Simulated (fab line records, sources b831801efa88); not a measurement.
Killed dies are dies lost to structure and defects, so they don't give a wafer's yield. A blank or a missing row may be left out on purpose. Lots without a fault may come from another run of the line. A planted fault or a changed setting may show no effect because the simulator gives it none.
fab line records | flow sky130
record lots=6 wafers=18 last_day=50
route steps=708 shown CONTACT@406
lots that met no fault: from a run of the same line without faults
start_h: hours from the record's first day to the start of the lot's first wafer shown | wait_h: hours since the lot's step before | " the same as in the row above | L1.1+2: a row that stands for several wafers | - no value, or no start given | * or withheld: withheld | < > ~ a bound
route shown NAME@n: a module of which the file shows steps, and the number in the route of the first | usual: mean/standard deviation of fault-free wafers | same: alike in all rows | chamber/n: place in a boat | sites: the reading at each site | _std_site: their standard deviation | _edge_site: outer sites' mean less inner sites' | radius_mm: how far each site lies from the wafer's centre | mask NAME#n: copy n | behind: the tool/chamber that last shaped the wafer | hold: why the lot was held/for how many hours/how that ended | device: the transistor (n, p or np) that didn't switch | end of line: the same wafers' tests at the end of the route | a step without rows: its recipe alone | killed: dies lost to structure and defects at the first sort, not the wafer's yield | map: a wafer's dies, x killed, . not, _ none there
set.NAME: the setting as run; set.NAME@STEP: as run at that earlier step | model.NAME: the simulator's own value behind a step, which no gauge read
lots at some steps of the route; a table a step, a row a wafer
services: from which hour (start_h, from the record's first day; less than 0 if before it) a tool's chamber was out of use, for how many hours, and why
## steps
# step SKY_CONTACT_CVD_00
# recipe material=Si3N4 target_thk_nm=75 temp_c=400 time_s=withheld rf_w=450
# usual heater_power_w=686/87
# columns lot.wafer tool chamber start_h wait_h heater_power_w
L547.1 pecvd-04 2 722.13 0.0 781
L547.2 " 1 " " 630
L547.5 " 2 " " 790
L560.1 pecvd-04 0 821.63 0.0 659
L560.2 " 2 " " 828
L560.4 " 2 " " 813
L561.2 pecvd-01 2 826.32 0.0 726
L561.5 " 2 " " 711
L561.6 " 1 " " 654
L565.1 pecvd-04 0 848.73 0.0 680
L565.3 " 2 " " 718
L565.5 " 2 " " 722
L566.1 pecvd-03 1 858.96 0.0 644
L566.2 " 2 " " 600
L566.5 " 2 " " 639
L568.1 pecvd-01 0 866.50 0.0 843
L568.4 " 0 " " 872
L568.6 " 1 " " 700
# step SKY_CONTACT_THK_MEAS_01
# recipe reads=Si3N4_of_CONTACT_CVD_00
# usual CONTACT_CVD_00_THK=75.1/0.91
# columns lot.wafer tool chamber start_h wait_h CONTACT_CVD_00_THK[nm]
L547.1 film_metro-04 - 722.16 - 74.1
L547.2 " - " " 73.7
L547.5 " - " " 74.1
L560.1 film_metro-03 - 821.68 - 75.6
L560.2 " - " " 74.6
L560.4 " - " " 76.4
L561.2 film_metro-03 - 826.36 - 75.2
L561.5 " - " " 76.9
L561.6 " - " " 75.7
L565.1 film_metro-03 - 848.78 - 74.3
L565.3 " - " " 74.9
L565.5 " - " " 74.0
L566.1 film_metro-01 - 859.01 - 74.5
L566.2 " - " " 74.4
L566.5 " - " " 76.2
L568.1 film_metro-03 - 866.54 - 74.8
L568.4 " - " " 75.2
L568.6 " - " " 74.9
# step SKY_CONTACT_HDPCVD_02
# recipe material=SiO2 target_thk_nm=565 sigma_open_frac=0.3 time_s=94.2 temp_c=600 sih4_flow_sccm=60 pressure_mtorr=6
# step SKY_CONTACT_THK_MEAS_03
# recipe reads=SiO2_of_CONTACT_HDPCVD_02
# usual CONTACT_HDPCVD_THK=567/7.6
# columns lot.wafer tool chamber start_h wait_h CONTACT_HDPCVD_THK[nm]
L547.1 film_metro-03 - 722.29 0.0 559
L547.2 " - " " 561
L547.5 " - " " 561
L560.1 film_metro-04 - 821.81 0.0 570
L560.2 " - " " 576
L560.4 " - " " 567
L561.2 film_metro-01 - 826.49 0.0 553
L561.5 " - " " 547
L561.6 " - " " 561
L565.1 film_metro-01 - 848.91 0.0 567
L565.3 " - " " 554
L565.5 " - " " 563
L566.1 film_metro-03 - 859.14 0.0 570
L566.2 " - " " 567
L566.5 " - " " 576
L568.1 film_metro-04 - 866.67 0.0 568
L568.4 " - " " 560
L568.6 " - " " 567
# step SKY_CONTACT_CMP_04
# recipe material=SiO2 down_force_psi=4 platen_rpm=60 pad_velocity_m_s=0.94248
# usual motor_current_A=12.4/1.4 slurry_filter_dp_kPa=13.50/0.13 slurry_flow_ml_min=150.1/0.51 time_to_endpoint_s=81/4.3
# columns lot.wafer tool chamber start_h wait_h motor_current_A slurry_filter_dp_kPa slurry_flow_ml_min time_to_endpoint_s
L547.1 cmp-01 3 722.45 0.1 11.2 13.45 149.9 78
L547.2 " 0 " " 12.3 13.51 150.0 79
L547.5 " 2 " " 13.3 13.42 149.9 79
L560.1 cmp-01 1 821.87 0.1 12.4 13.65 150.1 79
L560.2 " 3 " " 11.3 13.69 150.1 84
L560.4 " 0 " " 11.7 13.30 149.6 79
L561.2 cmp-02 3 826.64 0.1 11.5 13.39 150.8 83
L561.5 " 1 " " 15.6 13.58 150.6 78
L561.6 " 2 " " 11.1 13.77 149.6 86
L565.3 cmp-01 2 849.02 0.1 12.9 13.25 150.5 75
L565.1 " 0 " " 12.6 13.57 149.8 78
L565.5 " 2 " " 13.5 13.64 149.9 77
L566.1 cmp-01 2 859.20 0.1 13.7 13.29 150.7 85
L566.2 " 0 " " 12.1 13.49 150.4 82
L566.5 " 3 " " 11.8 13.55 150.5 89
L568.1 cmp-01 0 866.78 0.1 12.0 13.55 149.9 80
L568.4 " 1 " " 11.3 13.75 150.1 72
L568.6 " 3 " " 11.4 13.62 148.8 83
# step SKY_CONTACT_BOW_MEAS_05
# recipe mode=bow
# usual CONTACT_BOW=81/6.5
# columns lot.wafer tool chamber start_h wait_h CONTACT_BOW[um]
L547.1 film_metro-01 - 722.65 0.1 86
L547.2 " - " " 77
L547.5 " - " " 84
L560.1 film_metro-03 - 822.17 0.2 72
L560.2 " - " " 78
L560.4 " - " " 85
L561.2 film_metro-03 - 826.86 0.2 75
L561.5 " - " " 83
L561.6 " - " " 75
L565.1 film_metro-01 - 849.27 0.1 77
L565.3 " - " " 82
L565.5 " - " " 76
L566.1 film_metro-04 - 859.50 0.2 88
L566.2 " - " " 92
L566.5 " - " " 76
L568.1 film_metro-03 - 867.03 0.2 78
L568.4 " - " " 75
L568.6 " - " " 74
# step SKY_CONTACT_DEHYDRATE_06
# recipe temp_c=200 time_s=60
# step SKY_CONTACT_HMDS_07
# recipe prime_time_s=60 prime_temp_c=120
# step SKY_CONTACT_COAT_08
# recipe resist=BARC temp_c=withheld time_s=withheld spin_rpm=3000 resist_thk_nm=60
# step SKY_CONTACT_COAT_09
# recipe resist=KrF-thick spin_rpm=3000 resist_thk_nm=450
# step SKY_CONTACT_SOFTBAKE_10
# recipe temp_c=100 time_s=90 resist=KrF-thick
# step SKY_CONTACT_EXPOSE_11
# recipe mask_id=CTM1 na=0.8 source_shape=annular sigma_inner=0.55 sigma_outer=0.85 target_cd_nm=170 dose_mj=38
# step SKY_CONTACT_PEB_12
# recipe peb_temp_c=withheld peb_time_s=withheld resist=KrF-thick
# usual chill_plate_temp_C=* exhaust_pa=45.0/0.88
# columns lot.wafer tool chamber start_h wait_h chill_plate_temp_C exhaust_pa
L547.1 litho_track-01 0 750 - * 45.7
L547.2 " 0 751 - * 45.3
L547.5 " 0 " " * 43.3
L560.1 litho_track-03 - 847 - - -
L560.2 " - " " - -
L560.4 " - " " - -
L561.2 litho_track-04 - 852 - - -
L561.5 " - " " - -
L561.6 " - " " - -
L565.1 litho_track-01 0 874 - * 45.7
L565.3 " 0 " " * 45.3
L565.5 " 0 " " * 44.7
L566.1 litho_track-04 0 883 - * 44.1
L566.2 " 0 " " * 42.6
L566.5 " 0 " " * 44.2
L568.1 litho_track-04 0 892 - * 44.9
L568.4 " 0 " " * 44.1
L568.6 " 0 " " * 45.8
# step SKY_CONTACT_DEVELOP_13
# recipe develop_time_s=60 resist=KrF-thick dev_temp_c=21
## services
# columns tool chamber start_h hours kind
pecvd-04 1 698.62 5.5 scheduled_down
cmp-02 - 719.18 0.3 repair
pecvd-01 0 743.30 7.1 repair
cmp-02 - 744.19 4.0 pm
pecvd-04 1 745.45 16.2 repair
pecvd-04 0 749.40 5.5 scheduled_down
pecvd-04 1 761.64 2.1 scheduled_down
pecvd-04 - 779.37 14.6 pm
pecvd-01 1 806.38 7.0 repair
cmp-01 - 813.18 3.9 repair
pecvd-04 2 814.58 5.5 scheduled_down
cmp-01 - 817.03 3.9 pm
cmp-02 - 817.53 0.3 repair
pecvd-04 1 820.04 - clean
pecvd-04 1 820.04 - consumable_replace:showerhead
cmp-01 - 836.72 1.8 repair
pecvd-01 - 847.16 0.8 repair
pecvd-03 0 851.61 17.3 repair
cmp-01 - 859.78 1.6 repair
cmp-01 - 862.84 0.2 repair
cmp-02 - 872.72 0.3 repair
pecvd-03 1 879.98 6.0 repair
cmp-01 - 889.94 1.7 repair
pecvd-01 - 890.91 14.6 pm
## key
first_sign step=SKY_CONTACT_PEB_12 reading=tool_record direction=missing
effect none on later readings
met_at SKY_CONTACT_PEB_12
struck_wafers L560.1,L560.2,L560.4,L561.2,L561.5,L561.6
later_rows_left_out L560.1,L560.2,L560.4,L561.2,L561.5,L561.6
sort_left_out L560.1,L560.2,L560.4,L561.2,L561.5,L561.6
tester_left_out L560,L561
fault kind=skipped_step_whole tool=litho_track-03,litho_track-04 chamber=- onset_h=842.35 steps=SKY_CONTACT_PEB_12 scope=struck_lots_only
# tester_left_out: of these lots the tester's yield and bins aren't shown, on N5 and GAA mostly nor the transistor test; their killed dies are dies lost to structure and defects alone, not to doping, threshold or leakage, so they don't give the yield
# sort_left_out: the simulated sort isn't trusted on such a fault, so these wafers' sort isn't shown, and their yield isn't known
# later_rows_left_out: the simulator's readings of these wafers behind a module that went badly wrong aren't trusted and aren't shown, but for the sort
